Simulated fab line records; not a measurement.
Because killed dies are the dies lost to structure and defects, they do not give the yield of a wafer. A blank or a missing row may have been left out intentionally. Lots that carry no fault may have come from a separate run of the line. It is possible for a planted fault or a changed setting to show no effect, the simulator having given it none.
A struck lot beside a sound one	flow gf180mcu	14 steps out of a route of 602
Sound: these wafers, L421.1, L421.3, L421.4. Struck: wafer L428.6. (L428.1, L428.5 of the same lot were not struck and are left out.) The cause comes at the end.
At each step with rows: each side's tool, then ch and its chambers, then its first start. Under that, the readings that differ: sound wafers	struck wafers	difference of the means	sigmas: that difference in standard deviations of wafers without a fault.
alike: words and numbers the same on both sides, and readings whose means are apart by under 2 such deviations; not compared: readings that were withheld, readings missing a value for some wafer, numbers with overlapping values and no deviation given by the record, and bounds like >300 which may hide the same value.
The two part at a step that has a row with sigmas, a row that says differs or no value, or rows on one side only. Non-overlapping numbers with no deviation appear without sigmas and do not part them. A reading missing from all wafers of one side parts the sides only when that side holds two or more wafers.

GF_V2_CD_MEAS_14: target cd 260 nm.
  sound on cd-sem-01, day 23 15:13; struck on cd-sem-02, day 26 00:37
  alike: cd-nm
GF_V2_OVL_MEAS_15:
  sound on overlay-02, day 23 15:20; struck on overlay-01, day 26 00:44
  alike: V2_OVL
GF_V2_ETCH_16: etches BARC in N2/H2.
  sound on rie-diel-02 ch 0,1,3, day 23 15:22; struck on rie-diel-03 ch 1, day 26 00:46
  alike: chamber-pressure-mTorr, drypump-motor-current-A, n2-flow-sccm, oes-product-au, throttle-valve-pct
then, 1 step without rows for these wafers: GF_V2_ETCH_17 (etches SiO2 in C4F8/O2/Ar, stops on TiN, target depth 630 nm).
GF_V2_STRIP_18: strips in O2/N2.
  sound on plasma-asher-02 ch 0,1, day 23 15:30; struck on plasma-asher-01 ch 0, day 26 00:54
reading	sound	struck	difference	sigmas
drypump-motor-current-A (A)	5.8 5.9 6.2	4.9	-1.1	-2
  alike: chamber-pressure-mTorr, heater-power-w, n2-flow-sccm, oes-product-au, platen-temp-c
  not compared: rf-hours-counter-h
then, 2 steps without rows for these wafers: GF_V2_STRIP_19 (strips in post etch residue remover, time 1200 s); GF_V2_CLEAN_20 (cleans in DIW).
GF_V2_SPUTTER_21: material Ti, target thk 15 nm, time 80.02 s.
  sound on pvd-sputter-02, day 23 16:08; struck on pvd-sputter-03, day 26 01:28
  alike: throttle-valve-pct
GF_V2_SPUTTER_22: material TiN, target thk 10 nm, time 40 s.
  sound on pvd-sputter-02, day 23 16:11; struck on pvd-sputter-03, day 26 01:32
  alike: throttle-valve-pct
then, 1 step without rows for these wafers: GF_V2_CVD_23 (deposits W, target thk 350 nm, time 104.94 s).
GF_V2_RS_MEAS_24: measures by four-point-probe.
  sound on film-metro-03, day 23 16:20; struck on film-metro-02, day 26 01:41
  alike: V2_W_RS
GF_V2_THK_MEAS_25: measures by xrf.
  sound on film-metro-03, day 23 16:28; struck on film-metro-02, day 26 01:48
  alike: V2_W_THK
GF_V2_CMP_26: polishes, stops on SiO2, t overpolish 15 s, target thk 0 nm.
  sound on cmp-01 ch 1,2,3, day 23 16:31; struck on cmp-01 ch 0, day 26 01:52
reading	sound	struck	difference	sigmas
overpolish-run-s (s)	14.989 15.003 14.992	0.043	-14.952	-99 or more
time-to-endpoint-s (s)	83 77 83	131	+50	+12
  alike: motor-current-A
GF_M3_SPUTTER_00: material Ti, target thk 37.5 nm, time 150 s.
  the record holds rows for the sound wafers here (pvd-sputter-04, day 23 16:49) but none for the struck ones

== WHERE THEY PART ==
Last at GF_M3_SPUTTER_00 as far as this record goes, first at GF_V2_STRIP_18.

WHY: whatever the simulator had introduced
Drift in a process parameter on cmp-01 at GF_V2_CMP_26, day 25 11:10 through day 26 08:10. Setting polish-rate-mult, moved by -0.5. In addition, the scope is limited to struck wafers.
